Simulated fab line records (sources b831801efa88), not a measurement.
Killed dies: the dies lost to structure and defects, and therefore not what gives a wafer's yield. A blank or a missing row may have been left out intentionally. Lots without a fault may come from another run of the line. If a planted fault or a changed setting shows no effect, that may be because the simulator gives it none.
Chamber matching    flow sky130    SKY_LI_CONTACT_CMP_02 on cmp-02: 4 sister chambers
The step polishes PSG. 4 wafers are shown with their chamber, then 12 later ones without.

WAFERS WITH THEIR CHAMBER
wafer   chamber  motor current A (A)
L088.6  3        11.8
L089.1  2        11.3
L089.2  0        10.7
L089.3  1        12.7

WAFERS WHOSE CHAMBER IS MISSING
wafer   motor current A (A)
L091.1  11.9
L091.3  11.1
L091.5  12.1
L092.1  11.6
L092.2  11.1
L092.6  11.1
L094.3  12.1
L094.4  11.0
L094.5  11.2
L097.1  11.3
L097.4  10.0
L097.5  13.2

THE CHAMBER EACH PASSED THROUGH
wafer   from the rows above           in truth
L091.1  can't be placed: 3 or 2       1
L091.3  can't be placed: 2 or 0 or 3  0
L091.5  can't be placed: 3 or 1 or 2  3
L092.1  can't be placed: 3 or 2       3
L092.2  can't be placed: 2 or 0 or 3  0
L092.6  can't be placed: 2 or 0 or 3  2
L094.3  can't be placed: 3 or 1 or 2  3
L094.4  can't be placed: 0 or 2 or 3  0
L094.5  can't be placed: 2 or 0 or 3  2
L097.1  can't be placed: 2 or 3 or 0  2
L097.4  can't be placed: 0 or 2       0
L097.5  1                             1
Correctly placed: 1 of 12. These rows do not allow placing 11 (true chamber among the candidates in 10). Placed wrongly: 0.
How it was worked out, from the rows above alone: a wafer's distance from a chamber is the root of the sum, over the readings, of the square of ((its reading less the chamber's mean) divided by the reading's scatter). If the next closest chamber is less than 2 further off than the closest, the wafer can't be placed; otherwise it belongs to the closest. A chamber's mean is the mean of its shown wafers. The scatter (one wafer shown for each chamber): square how far every hidden wafer sits from the nearest shown wafer, average those squares and take the square root.
